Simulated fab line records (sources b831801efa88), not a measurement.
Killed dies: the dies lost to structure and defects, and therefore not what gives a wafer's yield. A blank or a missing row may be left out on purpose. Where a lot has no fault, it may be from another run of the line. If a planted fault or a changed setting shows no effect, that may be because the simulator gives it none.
fab line records	flow sky130
[record] lots = 6	wafers = 17	last-day = 49
route steps=708 shown METAL3@569 VIA3@573 PAD_OPEN@708
lots untouched by any fault: they come from a run of this same line in which no faults occurred
start-h: start of the lot's first displayed wafer, in hours after the record's first day	wait-h: hours from the lot's prior step to this one	" the same as in the row above	L1.1+2: a row that stands for several wafers	- no value, or no start given	* or withheld: withheld	< > ~ a bound
route shown NAME@n: a module of which the file shows steps, and the number in the route of the first	usual: mean/standard deviation of fault-free wafers	same: alike in all rows	chamber/n: place in a boat	sites: the reading at each site	_std_site: how widely they spread, as a standard deviation	_edge_site: the outer-site mean with the inner-site mean subtracted	radius-mm: how far each site lies from the wafer's centre	mask NAME#n: copy n	behind: the most recent tool/chamber to have shaped the wafer	hold: the reason the lot was held/the length of the hold in hours/how it ended	device: whichever transistor did not switch (one of n, p or np)	end of line: the tests these same wafers got at the end of their route	a step without rows: its recipe alone	killed: count of dies lost to structure and defects at first sort (not the wafer's yield)	map: a wafer's dies, marking killed ones x, the rest . and places with no die _
set.NAME: the run value of the setting; set.NAME@STEP: its run value at that earlier step	model.NAME: the simulator's own value behind a step, which no gauge read
lots at some steps of the route; a table a step, a row a wafer
services: from which hour (start-h, from the record's first day; less than 0 if before it) a tool's chamber was out of use, for how many hours, and why
[[steps]]
[step SKY_METAL3_STRIP_19]
[recipe] chemistry = O2/N2	power-w = 1400	pressure-mtorr = 1500	platen-temp-c = withheld	o2-flow-sccm = 3000	n2-flow-sccm = 300	overash-fraction = 0.5
[usual] drypump-motor-current-A = 5.7/0.64	oes-product-au = 0.504/0.0054	strip-time-to-endpoint-s = 6.59/0.057
lot.wafer	tool	chamber	start-h	wait-h	drypump-motor-current-A	oes-product-au	rf-hours-counter-h	strip-time-to-endpoint-s
L293.2	plasma-asher-04	1	914.65	0.1	5.3	0.512	109	6.62
L293.3	"	1	"	"	5.3	0.501	-	6.67
L293.6	"	1	"	"	5.3	0.502	-	6.62
L298.2	plasma-asher-03	0	950.28	0.1	6.7	0.502	79	6.59
L298.4	"	1	"	"	5.9	0.497	-	6.50
L298.6	"	1	"	"	5.9	0.510	-	6.61
L305.2	plasma-asher-03	0	995.11	0.1	6.7	0.499	83	6.58
L305.4	"	0	"	"	6.7	0.502	-	6.56
L305.5	"	1	"	"	5.9	0.498	-	6.58
L306.2	plasma-asher-04	1	1002.32	0.1	5.3	0.499	118	6.64
L306.3	"	1	"	"	5.3	0.505	-	6.57
L310.2	plasma-asher-04	0	1028.21	0.2	5.0	0.509	121	6.60
L310.3	"	1	"	"	5.3	0.513	-	6.67
L310.4	"	0	"	"	5.0	0.502	-	6.56
L312.2	plasma-asher-04	1	1041.70	0.1	5.2	0.506	122	6.49
L312.5	"	0	"	"	5.0	0.508	-	6.61
L312.6	"	1	"	"	5.3	0.503	-	6.44
[step SKY_METAL3_STRIP_20]
[recipe] chemistry = post-etch-residue-remover	time-s = 1200	temp-c = 72.5
[step SKY_METAL3_CLEAN_21]
[recipe] chemistry = IPA	time-s = 180	temp-c = 25
[step SKY_METAL3_CLEAN_22]
[recipe] chemistry = O3/DIW	dry = n2-spin
[step SKY_VIA3_HDPCVD_00]
[recipe] material = SiO2	target-thk-nm = 1635	sigma-open-frac = 0.3	time-s = 272.5	temp-c = 400	sih4-flow-sccm = 60	pressure-mtorr = 6
[step SKY_VIA3_THK_MEAS_01]
[recipe] reads = SiO2_of_VIA3_HDPCVD_00
[usual] VIA3_HDPCVD_THK = 1632/17
lot.wafer	tool	chamber	start-h	wait-h	VIA3_HDPCVD_THK[nm]
L293.2	film-metro-01	-	915.43	0.1	1629
L293.3	"	-	"	"	1632
L293.6	"	-	"	"	1654
L298.2	film-metro-03	-	951.05	0.1	1619
L298.4	"	-	"	"	1639
L298.6	"	-	"	"	1608
L305.2	film-metro-03	-	996.06	0.1	1616
L305.4	"	-	"	"	1642
L305.5	"	-	"	"	1626
L306.2	film-metro-01	-	1003.31	0.1	1629
L306.3	"	-	"	"	1633
L310.2	film-metro-03	-	1029.07	0.2	1600
L310.3	"	-	"	"	1619
L310.4	"	-	"	"	1646
L312.2	film-metro-03	-	1042.48	0.1	1629
L312.5	"	-	"	"	1628
L312.6	"	-	"	"	1629
[step SKY_VIA3_CMP_02]
[recipe] material = SiO2	down-force-psi = 4	platen-rpm = 60	pad-velocity-m-s = 0.94248
[usual] head-pressure-psi = 4.000/0.0087	motor-current-A = 12.6/1
lot.wafer	tool	chamber	start-h	wait-h	head-pressure-psi	motor-current-A
L293.2	cmp-01	0	915.48	0.0	3.996	13.3
L293.3	"	3	"	"	3.985	12.5
L293.6	"	0	"	"	3.997	13.5
L298.4	cmp-02	0	951.15	0.1	3.993	10.7
L298.2	"	1	"	"	3.991	11.6
L298.6	"	3	"	"	4.008	13.5
L305.4	cmp-02	3	996.16	0.1	4.009	13.9
L305.2	"	1	"	"	3.988	11.0
L305.5	"	2	"	"	3.983	14.2
L306.2	cmp-02	0	1003.41	0.1	4.015	11.2
L306.3	"	2	"	"	3.993	14.5
L310.2	cmp-01	1	1029.12	0.0	4.006	13.7
L310.4	"	2	"	"	3.999	12.4
L310.3	"	3	"	"	3.997	12.4
L312.2	cmp-01	2	1042.68	0.2	4.003	11.8
L312.6	"	3	"	"	4.001	11.9
L312.5	"	0	"	"	4.001	13.1
[step SKY_VIA3_BOW_MEAS_03]
[recipe] mode = bow
[usual] VIA3_BOW = 80/7.4
lot.wafer	tool	chamber	start-h	wait-h	VIA3_BOW[um]
L293.2	film-metro-04	-	915.80	0.3	84
L293.3	"	-	"	"	85
L293.6	"	-	"	"	86
L298.2	film-metro-01	-	951.42	0.2	79
L298.4	"	-	"	"	82
L298.6	"	-	"	"	76
L305.2	film-metro-01	-	996.43	0.1	81
L305.4	"	-	"	"	78
L305.5	"	-	"	"	91
L306.2	film-metro-01	-	1003.68	0.2	87
L306.3	"	-	"	"	72
L310.2	film-metro-04	-	1029.44	0.3	84
L310.3	"	-	"	"	83
L310.4	"	-	"	"	84
L312.2	film-metro-03	-	1042.85	0.1	83
L312.5	"	-	"	"	84
L312.6	"	-	"	"	86
[step SKY_VIA3_DEHYDRATE_04]
[recipe] temp-c = 200	time-s = 60
[step SKY_VIA3_HMDS_05]
[recipe] prime-time-s = 60	prime-temp-c = 120
[step SKY_VIA3_COAT_06]
[recipe] resist = BARC	temp-c = withheld	time-s = withheld	spin-rpm = 3000	resist-thk-nm = 60
[step SKY_VIA3_COAT_07]
[recipe] resist = KrF-thick	spin-rpm = 3000	resist-thk-nm = 450
[step SKY_VIA3_SOFTBAKE_08]
[recipe] temp-c = 100	time-s = 90	resist = KrF-thick
[usual] resist-line-temp-C = 23.04/0.11	run-length-s = 119.22/0.14
lot.wafer	tool	chamber	start-h	wait-h	resist-line-temp-C	run-length-s
L293.2	litho-track-04	0	928	-	23.05	119.17
L293.3	"	0	"	"	23.10	119.15
L293.6	"	0	"	"	23.16	119.22
L298.2	litho-track-03	0	963	-	23.04	119.23
L298.4	"	0	"	"	22.86	119.14
L298.6	"	0	"	"	23.04	119.27
L305.2	litho-track-03	0	1007	-	23.19	126.18
L305.4	"	0	"	"	23.25	119.48
L305.5	"	0	"	"	23.16	119.39
L306.2	litho-track-03	0	1015	-	22.97	126.37
L306.3	"	0	"	"	23.01	119.09
L310.2	litho-track-01	0	1040	-	23.19	119.47
L310.3	"	0	"	"	23.07	119.21
L310.4	"	0	"	"	23.19	119.23
L312.2	litho-track-04	0	1053	-	23.10	119.13
L312.5	"	0	"	"	22.94	119.37
L312.6	"	0	"	"	22.94	119.21
[step SKY_VIA3_EXPOSE_09]
[recipe] mask-id = VIM3	na = 0.8	source-shape = annular	sigma-inner = 0.55	sigma-outer = 0.85	target-cd-nm = 200	dose-mj = 38
[step SKY_PAD_OPEN_PROBE_99]
[usual] defect-limited-yield = 82.8/2	killed_at_M0_to_M3 = 42/7.3	killed_at_M4_up = 3.2/1.8	killed-at-contacts = 25/5.2	killed-at-front-end = 15/4.6	killed-at-other = 0.3/0.62	killed-dies = 85/9.9	killed-open = 46/7.1	killed-short = 38/5.7	sort_bin_3_pad_short = 0.9/0.42	sort_bin_5_function = 10.0/1.5	sort_bin_6_memory = 6.3/1.2	sort-n-pass = 407/9.9	sort-yield-pct = 82.8/2
[same] gross-dies = 492	killed-at-back-side = 0	sort_bin_4_leakage[%] = 0	sort_bin_8_speed[%] = 0
lot.wafer	tool	chamber	start-h	wait-h	defect-limited-yield[%]	killed_at_M0_to_M3	killed_at_M4_up	killed-at-contacts	killed-at-front-end	killed-at-other	killed-dies	killed-open	killed-short	sort_bin_3_pad_short[%]	sort_bin_5_function[%]	sort_bin_6_memory[%]	sort-n-pass	sort-yield-pct[%]
L293.2	prober-02	-	1086.17	0.1	81.9	41	2	26	20	0	89	46	43	0.6	11.8	5.7	403	81.9
L293.3	prober-02	-	1086.22	0.2	82.9	34	2	33	15	0	84	46	38	1.6	8.9	6.5	408	82.9
L293.6	prober-02	-	1086.37	0.2	83.5	38	2	25	16	0	81	48	33	0.4	10.0	6.1	411	83.5
L298.2	prober-02	-	1115.94	0.1	84.1	44	0	22	11	1	78	43	35	0.6	9.8	5.5	414	84.1
L298.4	prober-02	-	1116.04	0.2	82.9	35	5	31	13	0	84	38	46	1.4	8.9	6.7	408	82.9
L298.6	prober-02	-	1116.14	0.2	80.3	40	0	34	23	0	97	51	46	1.0	12.4	6.3	395	80.3
L305.2	prober-01	-	1151.76	0.1	83.3	43	2	24	13	0	82	52	30	1.0	10.0	5.7	410	83.3
L305.4	prober-01	-	1151.86	0.2	80.9	54	5	19	14	2	94	50	44	0.6	12.4	6.1	398	80.9
L305.5	prober-01	-	1151.91	0.2	83.9	47	3	13	16	0	79	42	37	0.8	9.6	5.7	413	83.9
L306.2	prober-02	-	1154.97	0.1	85.0	33	0	25	16	0	74	39	35	0.2	9.3	5.5	418	85.0
L306.3	prober-02	-	1155.02	0.2	82.9	34	7	30	13	0	84	52	32	0.6	9.6	6.9	408	82.9
L310.2	prober-02	-	1177.12	0.1	83.3	37	3	27	15	0	82	47	35	0.6	8.3	7.7	410	83.3
L310.3	prober-02	-	1177.17	0.2	80.1	42	3	38	15	0	98	58	40	0.6	13.8	5.5	394	80.1
L310.4	prober-02	-	1177.22	0.2	85.4	44	1	17	10	0	72	40	32	0.8	7.9	5.9	420	85.4
L312.2	prober-02	-	1186.79	0.1	82.3	46	1	23	16	1	87	42	44	1.0	8.1	8.5	405	82.3
L312.5	prober-02	-	1186.94	0.2	80.5	41	5	30	20	0	96	46	49	0.8	9.6	9.1	396	80.5
L312.6	prober-02	-	1186.99	0.2	82.5	37	2	33	13	1	86	56	27	1.2	10.8	5.5	406	82.5
// killed by level:class
L293.2 VIA1:geometric-particle:open=11 CONTACT:geometric-particle:open=9 CONTACT:geometric-particle:short=7 FIELD_ISO:geometric-particle:short=6 POLY_GATE:geometric-particle:short=5 VIA3:geometric-particle:open=5 METAL2:geometric-particle:short=5 METAL3:geometric-particle:short=5
L293.3 LI_CONTACT:geometric-particle:open=12 CONTACT:geometric-particle:open=11 VIA1:geometric-particle:open=9 CONTACT:geometric-particle:short=7 METAL1:geometric-particle:short=7 FIELD_ISO:geometric-particle:short=4 POLY_GATE:geometric-particle:short=4 POLY_GATE:geometric-particle:open=4
L293.6 VIA1:geometric-particle:open=10 CONTACT:geometric-particle:short=9 CONTACT:geometric-particle:open=8 VIA3:geometric-particle:open=8 METAL1:geometric-particle:short=6 LI_CONTACT:geometric-particle:open=4 LOCAL_INTERCONNECT:geometric-particle:short=4 FIELD_ISO:geometric-particle:open=3
L298.2 VIA1:geometric-particle:open=12 CONTACT:geometric-particle:short=8 VIA2:geometric-particle:open=7 CONTACT:geometric-particle:open=5 LI_CONTACT:geometric-particle:open=4 METAL2:geometric-particle:short=4 METAL3:geometric-particle:short=4 FIELD_ISO:geometric-particle:open=3
L298.4 CONTACT:geometric-particle:open=13 VIA1:geometric-particle:short=9 VIA1:geometric-particle:open=7 CONTACT:geometric-particle:short=6 LOCAL_INTERCONNECT:geometric-particle:short=5 VIA2:geometric-particle:open=5 FIELD_ISO:geometric-particle:short=4 LI_CONTACT:geometric-particle:short=4
L298.6 LI_CONTACT:geometric-particle:open=12 CONTACT:geometric-particle:open=9 METAL1:geometric-particle:short=9 FIELD_ISO:geometric-particle:short=8 VIA1:geometric-particle:open=8 VIA2:geometric-particle:open=6 LOCAL_INTERCONNECT:geometric-particle:short=5 CONTACT:geometric-particle:short=5
L305.2 VIA1:geometric-particle:open=10 VIA3:geometric-particle:open=9 LI_CONTACT:geometric-particle:open=8 CONTACT:geometric-particle:open=7 FIELD_ISO:geometric-particle:open=5 VIA2:geometric-particle:short=5 POLY_GATE:geometric-particle:short=4 METAL3:geometric-particle:short=4
L305.4 METAL1:geometric-particle:short=10 VIA1:geometric-particle:open=10 VIA2:geometric-particle:open=9 CONTACT:geometric-particle:open=6 FIELD_ISO:geometric-particle:open=5 LI_CONTACT:geometric-particle:open=5 METAL2:geometric-particle:short=5 VIA3:geometric-particle:open=5
L305.5 VIA2:geometric-particle:open=10 VIA1:geometric-particle:open=8 FIELD_ISO:geometric-particle:short=7 CONTACT:geometric-particle:open=5 METAL2:geometric-particle:short=5 METAL3:geometric-particle:short=5 METAL1:geometric-particle:short=4 VIA3:geometric-particle:open=4
L306.2 VIA1:geometric-particle:open=11 CONTACT:geometric-particle:open=7 LI_CONTACT:geometric-particle:short=6 FIELD_ISO:geometric-particle:short=5 POLY_GATE:geometric-particle:open=5 CONTACT:geometric-particle:short=5 METAL2:geometric-particle:short=5 POLY_GATE:geometric-particle:short=4
L306.3 VIA1:geometric-particle:open=14 CONTACT:geometric-particle:open=11 LI_CONTACT:geometric-particle:open=7 METAL4:geometric-particle:short=6 LOCAL_INTERCONNECT:geometric-particle:short=5 METAL2:geometric-particle:short=5 FIELD_ISO:geometric-particle:short=4 LOCAL_INTERCONNECT:geometric-particle:open=4
L310.2 VIA1:geometric-particle:open=14 LI_CONTACT:geometric-particle:open=10 CONTACT:geometric-particle:open=9 POLY_GATE:geometric-particle:short=5 VIA1:geometric-particle:short=4 METAL2:geometric-particle:short=4 VIA3:geometric-particle:open=4 FIELD_ISO:geometric-particle:short=3
L310.3 LI_CONTACT:geometric-particle:open=11 CONTACT:geometric-particle:open=11 VIA3:geometric-particle:open=10 POLY_GATE:geometric-particle:open=7 VIA1:geometric-particle:open=7 VIA1:geometric-particle:short=7 LI_CONTACT:geometric-particle:short=5 METAL2:geometric-particle:short=5
L310.4 METAL1:geometric-particle:short=12 CONTACT:geometric-particle:open=9 VIA1:geometric-particle:open=9 VIA3:geometric-particle:open=7 SPACER:geometric-particle:open=4 VIA3:geometric-particle:short=4 CONTACT:geometric-particle:short=3 METAL2:geometric-particle:short=3
L312.2 CONTACT:geometric-particle:open=9 METAL2:geometric-particle:short=7 CONTACT:geometric-particle:short=6 VIA3:geometric-particle:open=6 METAL1:geometric-particle:short=6 FIELD_ISO:geometric-particle:short=5 VIA1:geometric-particle:short=5 VIA1:geometric-particle:open=5
L312.5 LI_CONTACT:geometric-particle:open=10 VIA1:geometric-particle:open=10 VIA3:geometric-particle:open=7 CONTACT:geometric-particle:open=7 CONTACT:geometric-particle:short=7 LOCAL_INTERCONNECT:geometric-particle:short=6 VIA1:geometric-particle:short=6 POLY_GATE:geometric-particle:short=5
L312.6 CONTACT:geometric-particle:open=16 VIA1:geometric-particle:open=9 VIA2:geometric-particle:open=6 LI_CONTACT:geometric-particle:open=5 CONTACT:geometric-particle:short=4 METAL3:geometric-particle:short=4 VIA2:geometric-particle:short=4 FIELD_ISO:geometric-particle:open=3
[[services]]
tool	chamber	start-h	hours	kind
cmp-02	-	912.29	4.0	pm
cmp-02	-	916.29	-	consumable-replace:conditioner
cmp-02	-	916.29	-	consumable-replace:pad
cmp-01	-	938.14	0.5	repair
plasma-asher-04	-	939.21	2.8	pm
cmp-02	-	957.93	1.7	repair
cmp-02	-	958.45	1.7	repair
cmp-01	-	972.55	0.3	repair
cmp-02	-	982.22	1.4	repair
cmp-01	-	982.47	0.2	repair
cmp-02	-	985.74	4.4	pm
plasma-asher-03	-	1012.13	1.5	repair
plasma-asher-03	-	1021.01	2.1	repair
cmp-01	-	1041.18	0.8	repair
litho-track-03	-	1053.52	-	consumable-replace:filter
[[key]]
[first-sign] step = SKY_VIA3_SOFTBAKE_08	reading = run-length-s	direction = up	sigmas = 51	usual = *	struck = *
effect none on later readings
met-at SKY_VIA3_SOFTBAKE_08
struck-wafers L305.2,L306.2
onset-between 963 1007
[fault] kind = process-parameter-drift	tool = litho-track-03	chamber = -	onset-h = 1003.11	steps = SKY_VIA3_SOFTBAKE_08	channel = time-s	offset = *	shape = step	end-h = 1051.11	scope = struck-wafers-only	acts-in = *	stated = *
